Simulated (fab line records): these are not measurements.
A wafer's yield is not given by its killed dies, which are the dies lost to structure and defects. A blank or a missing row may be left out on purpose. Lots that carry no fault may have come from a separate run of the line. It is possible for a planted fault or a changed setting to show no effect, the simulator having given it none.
Comparing a struck lot with a sound one	flow gf180mcu	43 out of 602 route steps
Sound: wafers L300.2, L300.3, L300.4. Struck: wafer L313.3 (L313.1, L313.2, from the same lot, were not struck and are left out); the cause is given at the end.
Order at every step that has rows: each side's tool, ch and its chambers, its first start. Under that, the readings that differ: sound wafers	struck wafers	difference of the means	sigmas: that difference in standard deviations of wafers without a fault.
alike: readings with means less than 2 such deviations apart, plus words and numbers identical on both sides. not compared: withheld readings, readings lacking a value on some wafer, bounds such as >300 that could conceal the same value, and numbers that have no deviation in the record and whose values overlap.
A row with sigmas, a row that says differs or no value, or rows on one side alone: a step with any of these is where the two part. When numbers do not overlap yet have no deviation, they are printed without sigmas and do not part them. A reading that every wafer of one side lacks parts them only if that side has two wafers or more.

first, 5 steps without rows for these wafers: GF_V1_STRIP_19 (strips in post etch residue remover, time 1200 s); GF_V1_CLEAN_20 (cleans in DIW); GF_V1_SPUTTER_21 (material Ti, target thk 15 nm, time 80.02 s); GF_V1_SPUTTER_22 (material TiN, target thk 10 nm, time 40 s); GF_V1_CVD_23 (deposits W, target thk 350 nm, time 105.05 s).
GF_V1_RS_MEAS_24: measures by four-point-probe.
  sound on film-metro-04, day 19 12:22; struck on film-metro-04, day 24 11:20
  alike: V1_W_RS
GF_V1_THK_MEAS_25: measures by xrf.
  sound on film-metro-04, day 19 12:28; struck on film-metro-04, day 24 11:27
  alike: V1_W_THK
GF_V1_CMP_26: polishes, stops on SiO2, t overpolish 15 s, target thk 0 nm.
  sound on cmp-01 ch 0,1,3, day 19 12:34; struck on cmp-02 ch 0, day 24 11:31
  alike: edge-zone-pressure-frac, motor-current-A, overpolish-run-s, retaining-ring-pressure-frac, time-to-endpoint-s
then, 1 step without rows for these wafers: GF_M2_SPUTTER_00 (material Ti, target thk 37.5 nm, time 150 s).
GF_M2_SPUTTER_01: material TiN, target thk 30 nm, time 25 s.
  sound on pvd-sputter-01, day 19 12:58; struck on pvd-sputter-01, day 24 11:55
  alike: throttle-valve-pct
then, 1 step without rows for these wafers: GF_M2_SPUTTER_02 (material AlCu, target thk 450 nm, time 23.9 s).
GF_M2_SPUTTER_03: material Ti, target thk 10 nm, time 6.7 s.
  sound on pvd-sputter-01, day 19 13:02; struck on pvd-sputter-01, day 24 11:58
  alike: throttle-valve-pct
GF_M2_SPUTTER_04: material TiN, target thk 50 nm, time 41.7 s.
  sound on pvd-sputter-01, day 19 13:03; struck on pvd-sputter-01, day 24 11:59
  alike: throttle-valve-pct
GF_M2_RS_MEAS_05: measures by four-point-probe.
  sound on film-metro-02, day 19 13:07; struck on film-metro-03, day 24 12:02
  alike: M2_ALCU_RS
GF_M2_THK_MEAS_06: measures by xrf.
  sound on film-metro-02, day 19 13:13; struck on film-metro-03, day 24 12:09
  alike: M2_ALCU_THK
then, 7 steps without rows for these wafers: GF_M2_DEHYDRATE_07 (time 60 s); GF_M2_HMDS_08 (prime time 60 s); GF_M2_COAT_09 (resist thk 1000 nm); GF_M2_SOFTBAKE_10 (time 60 s); GF_M2_EXPOSE_11 (exposes mask Metal2, target cd 280 nm); GF_M2_PEB_12 (peb time 90 s); GF_M2_DEVELOP_13 (develop time 60 s).
GF_M2_CD_MEAS_14 targets a cd of 280 nm.
  sound on cd-sem-01, day 20 13:52; struck on cd-sem-01, day 25 09:07
reading	sound	struck	difference	sigmas
cd-nm (nm)	281.4 282.6 282.0	276.7	-5.3	-4
GF_M2_OVL_MEAS_15:
  sound on overlay-01, day 20 13:58; struck on overlay-01, day 25 09:14
  alike: M2_OVL
then, 1 step without rows for these wafers: GF_M2_METAL_ETCH_16 (etches the open film in Cl2/BCl3, stops on SiO2, target depth 627.5 nm, time 104.6 s).
GF_M2_STRIP_17: strips in O2/N2.
  sound on plasma-asher-04 ch 0,1, day 20 14:07; struck on plasma-asher-03 ch 0, day 25 09:23
  alike: drypump-motor-current-A, heater-power-w, oes-product-au, strip-time-to-endpoint-s
  not compared: rf-hours-counter-h
then, 3 steps without rows for these wafers: GF_M2_STRIP_18 (strips in post etch residue remover, time 1200 s); GF_M2_CLEAN_19 (cleans in DIW); GF_V2_CVD_00 (deposits SiO2, target thk 600 nm, time 100 s).
GF_V2_THK_MEAS_01:
  sound on film-metro-01, day 20 14:45; struck on film-metro-01, day 25 09:59
  alike: V2_CVD_00_THK
GF_V2_CVD_02: deposits SiO2 from TEOS, target thk 850 nm, time 94.851 s.
  sound on pecvd-03 ch 0,1,2, day 20 14:48; struck on pecvd-01 ch 1, day 25 10:03
  alike: heater-power-w
GF_V2_THK_MEAS_03:
  sound on film-metro-02, day 20 14:53; struck on film-metro-02, day 25 10:07
  alike: V2_CVD_02_THK
then, 1 step without rows for these wafers: GF_V2_CMP_04 (polishes SiO2).
GF_V2_BOW_MEAS_05:
  sound on film-metro-02, day 20 15:15; struck on film-metro-01, day 25 10:29
  alike: V2_BOW
then, 8 steps without rows for these wafers: GF_V2_DEHYDRATE_06 (time 60 s); GF_V2_HMDS_07 (prime time 60 s); GF_V2_COAT_08; GF_V2_COAT_09 (resist thk 1000 nm); GF_V2_SOFTBAKE_10 (time 60 s); GF_V2_EXPOSE_11 (exposes mask Via2, target cd 260 nm); GF_V2_PEB_12 (peb time 90 s); GF_V2_DEVELOP_13 (develop time 60 s).
-- the record jumps here: 8 days lie between the struck wafers' starts before and after (it left off in module V2 and takes up again in module PASSIVATION, whose first step shown is number 602 of the route) --
GF_PASSIVATION_PROBE_99:
  rows exist in the record for the struck wafers here (prober-01, day 33 17:13), but not for the sound ones

## WHERE THEY PART
First at GF_M2_CD_MEAS_14; last, within this record, at GF_PASSIVATION_PROBE_99.

WHY: what had been put in by the simulator
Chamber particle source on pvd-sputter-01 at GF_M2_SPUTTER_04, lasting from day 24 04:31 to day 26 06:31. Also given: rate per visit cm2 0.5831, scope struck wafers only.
